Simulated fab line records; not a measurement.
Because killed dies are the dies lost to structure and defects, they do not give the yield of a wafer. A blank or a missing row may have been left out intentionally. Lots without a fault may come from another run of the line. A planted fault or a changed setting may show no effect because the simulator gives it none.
Which tool is to blame?    flow gf180mcu    Sampling: 12 lots, 36 wafers, 3 of 602 route steps

== WHAT EACH GAUGE READ, for each wafer ==
GF_V2_BOW_MEAS_05. Usual: for V2_BOW the level is 99 um and the standard deviation is 6.9.
lot   measured      on             V2_BOW (um)  flag
L878  day 19 19:00  film-metro-01  95 93 99     
L879  day 20 05:37  film-metro-02  104 97 102   
L880  day 20 10:31  film-metro-01  95 98 88     
L881  day 20 17:00  film-metro-01  104 113 101  
L882  day 21 03:16  film-metro-01  102 101 107  
L883  day 21 14:07  film-metro-01  92 98 92     
L888  day 23 08:04  film-metro-02  107 111 108  
L889  day 24 00:05  film-metro-01  103 99 103   
L890  day 24 02:29  film-metro-01  91 90 92     
L893  day 25 00:35  film-metro-01  102 103 92   
L899  day 26 19:11  film-metro-01  95 101 91    
L900  day 27 02:37  film-metro-01  96 98 101    

GF_V2_CD_MEAS_14: target cd 260 nm. Usual: cd-nm 260.4 nm, standard deviation 1.
lot   measured      on         cd-nm (nm)         flag
L878  day 20 19:23  cd-sem-02  260.5 262.1 261.8  
L879  day 21 06:05  cd-sem-01  260.4 260.5 260.6  
L880  day 21 11:32  cd-sem-01  259.6 259.0 259.8  
L881  day 21 17:35  cd-sem-02  258.8 259.4 259.7  
L882  day 22 02:56  cd-sem-01  261.7 261.2 260.9  
L883  day 22 13:45  cd-sem-02  260.2 260.7 261.1  
L888  day 24 06:14  cd-sem-02  261.7 260.3 260.9  
L889  day 24 21:41  cd-sem-02  259.7 259.6 261.0  
L890  day 25 00:47  cd-sem-02  259.3 260.1 259.7  
L893  day 25 21:46  cd-sem-01  261.4 262.4 262.4  
L899  day 27 14:59  cd-sem-01  260.1 260.9 259.5  
L900  day 27 23:08  cd-sem-01  266.2 271.7 274.7  OFF

== TOOL THAT RAN EACH LOT (tool first, then ch and the chambers of the sampled wafers, then the start) ==
lot   GF_V2_EXPOSE_11
L878  krf-scanner-02 ch 0, day 20 07:22
L879  krf-scanner-02 ch 0, day 20 18:00
L880  krf-scanner-01 ch 0, day 20 23:19
L881  krf-scanner-02 ch 0, day 21 05:49
L882  krf-scanner-01 ch 0, day 21 15:34
L883  krf-scanner-01 ch 0, day 22 02:12
L888  krf-scanner-01 ch 0, day 23 19:32
L889  krf-scanner-01 ch 0, day 24 10:56
L890  krf-scanner-01 ch 0, day 24 13:50
L893  krf-scanner-02 ch 0, day 25 10:59
L899  krf-scanner-01 ch 0, day 27 05:23
L900  krf-scanner-02 ch 0, day 27 13:11
- GF_V2_EXPOSE_11: exposes mask Via2, target cd 260 nm.

== WHAT THE TOOLS THEMSELVES READ (means of the sampled wafers that have a number; where no wafer has one, the mark that the record gives instead) ==
GF_V2_EXPOSE_11. Usual: exposure-dose-mJ-cm2 38.00, standard deviation 0.038.
lot   tool            exposure-dose-mJ-cm2  flag
L878  krf-scanner-02  37.97                 
L879  krf-scanner-02  37.97                 
L880  krf-scanner-01  37.97                 
L881  krf-scanner-02  37.96                 
L882  krf-scanner-01  37.96                 
L883  krf-scanner-01  37.98                 
L888  krf-scanner-01  38.00                 
L889  krf-scanner-01  37.98                 
L890  krf-scanner-01  37.98                 
L893  krf-scanner-02  38.01                 
L899  krf-scanner-01  38.01                 
L900  krf-scanner-02  37.70                 OFF

== THE ANSWER, worked out from the rows above alone ==
Rule: lot off if the mean of its wafers having a number is beyond 3 standard deviations from the usual mean. Also off: a lot with no number at a reading for which 4 or more lots have one. Where the step has rows for the other lots, those lots are counted as sound. Order of review: gauges by route order, followed by the tools' own readings, for which a lot's mean as printed above is used. At the first step where some lot is off, the reading lying furthest off is the one used; lots without a number count as furthest.
Off: L900, at GF_V2_CD_MEAS_14 (cd-nm).
If a tool, at a process step before that reading, ran all the lots that are off and no sound lot after the first of them, it fits. The gauges at GF_V2_CD_MEAS_14 aren't tried: what is off there is off at GF_V2_EXPOSE_11 too, on other tools, and a gauge's error can't cause that. One candidate fits, namely krf-scanner-02 at GF_V2_EXPOSE_11. A fault onset in the window from L893 (day 25 10:59, its last sound lot) to L900 (day 27 13:11, its first lot off) fits.
On the lots that are off, the tool's own readings at GF_V2_EXPOSE_11 differ by more than 5 times the standard deviation of the sound lots' means, which bears it out; exposure-dose-mJ-cm2 reads 37.70 there versus 37.98 on the sound lots.

== WHAT WAS PUT IN BY THE SIMULATOR ==
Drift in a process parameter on krf-scanner-02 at GF_V2_EXPOSE_11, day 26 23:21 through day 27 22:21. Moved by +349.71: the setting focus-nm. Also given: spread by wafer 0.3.
Struck lots among those shown: L900. The rule above found the same.
